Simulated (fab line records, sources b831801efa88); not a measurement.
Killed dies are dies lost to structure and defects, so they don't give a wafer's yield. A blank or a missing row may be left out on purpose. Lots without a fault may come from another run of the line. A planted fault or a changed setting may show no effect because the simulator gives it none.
Which tool did it? | flow gf180mcu | 11 lots, 33 wafers sampled, at 3 steps of a route of 602

WHAT THE GAUGES READ, wafer by wafer
GF_VT_IMPLANT_RS_MEAS_46: measures by four-point-probe.
lot  | measured     | on            | MVSD_RS (ohm/sq)
L672 | day 7 18:51  | film_metro-03 | 457.7 456.9 457.8
L675 | day 8 09:48  | film_metro-03 | 456.5 457.3 458.0
L677 | day 9 03:10  | film_metro-01 | 456.1 456.7 456.1
L678 | day 9 04:47  | film_metro-03 | 457.6 458.0 458.7
L679 | day 9 12:54  | film_metro-03 | 456.8 457.2 456.7
L680 | day 9 18:58  | film_metro-01 | 456.0 455.3 454.8
L684 | day 10 20:07 | film_metro-03 | 456.8 456.7 457.5
L685 | day 11 06:52 | film_metro-01 | 455.4 455.6 456.1
L687 | day 11 16:51 | film_metro-04 | 480.5 481.8 480.4 479.7 481.7 480.5
L688 | day 11 23:59 | film_metro-03 | 479.7 480.9 479.9 480.2 480.3 479.0
L690 | day 12 12:46 | film_metro-03 | 479.5 480.1 480.0 479.3 479.0 479.5

WHICH TOOL RAN EACH LOT (tool, then ch and the chambers of the sampled wafers, then the start)
lot  | GF_MVSD_IMPLANT_08             | GF_MVSD_STRIP_10
L672 | implanter-04 ch 0, day 4 14:26 | plasma_asher-04 ch 0,1, day 4 14:44
L675 | implanter-04 ch 0, day 5 03:53 | plasma_asher-04 ch 0,1, day 5 04:11
L677 | implanter-04 ch 0, day 5 18:47 | plasma_asher-02 ch 0,1, day 5 19:05
L678 | implanter-03 ch 0, day 5 21:23 | plasma_asher-04 ch 0,1, day 5 21:40
L679 | implanter-04 ch 0, day 6 04:05 | plasma_asher-02 ch 0,1, day 6 04:23
L680 | implanter-01 ch 0, day 6 09:01 | plasma_asher-02 ch 0,1, day 6 09:19
L684 | implanter-04 ch 0, day 7 06:35 | plasma_asher-02 ch 0,1, day 7 06:52
L685 | implanter-01 ch 0, day 7 16:03 | plasma_asher-04 ch 0,1, day 7 16:20
L687 | implanter-04 ch 0, day 8 00:36 | plasma_asher-03 ch 0,1, day 8 00:52
L688 | implanter-04 ch 0, day 8 07:19 | plasma_asher-04 ch 0,1, day 8 07:55
L690 | implanter-04 ch 0, day 8 17:04 | plasma_asher-03 ch 0,1, day 8 17:21
- GF_MVSD_IMPLANT_08
- GF_MVSD_STRIP_10: strips in O2/N2.

THE ANSWER, worked out from the rows above alone
Rule: what is usual is taken from the lots themselves. Put in order of their means at a reading, lots are off if they are a third of the lots or fewer, leave a main group of 4 or more, and stand apart from it by a gap of 3 or more times the standard deviation of the main group's means; of several such gaps the widest counts. A main group whose means are all the same, to the digits that the tables above print for the reading, isn't used. A lot without any number at a reading at which 4 lots or more have one is off too. The other lots that the step has rows for count as sound.
Off: L687, L688, L690, at GF_VT_IMPLANT_RS_MEAS_46 (MVSD_RS). The main group: mean 456.8 ohm/sq, standard deviation 0.86.
A tool fits if, at a process step before that reading, it ran every lot that is off, and no sound lot after the first of them. The gauges at GF_VT_IMPLANT_RS_MEAS_46 are tried like those tools. One fits: implanter-04 at GF_MVSD_IMPLANT_08. Its last sound lot is L684 (day 7 06:35), its first lot that is off L687 (day 8 00:36): a fault that began between those two fits.

WHAT THE SIMULATOR HAD PUT IN
Process parameter drift: implanter-04, from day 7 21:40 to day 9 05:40, at GF_MVSD_IMPLANT_08. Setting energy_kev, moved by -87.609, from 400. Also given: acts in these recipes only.
Lots struck among those shown: L687, L688, L690. The rule above found the same.
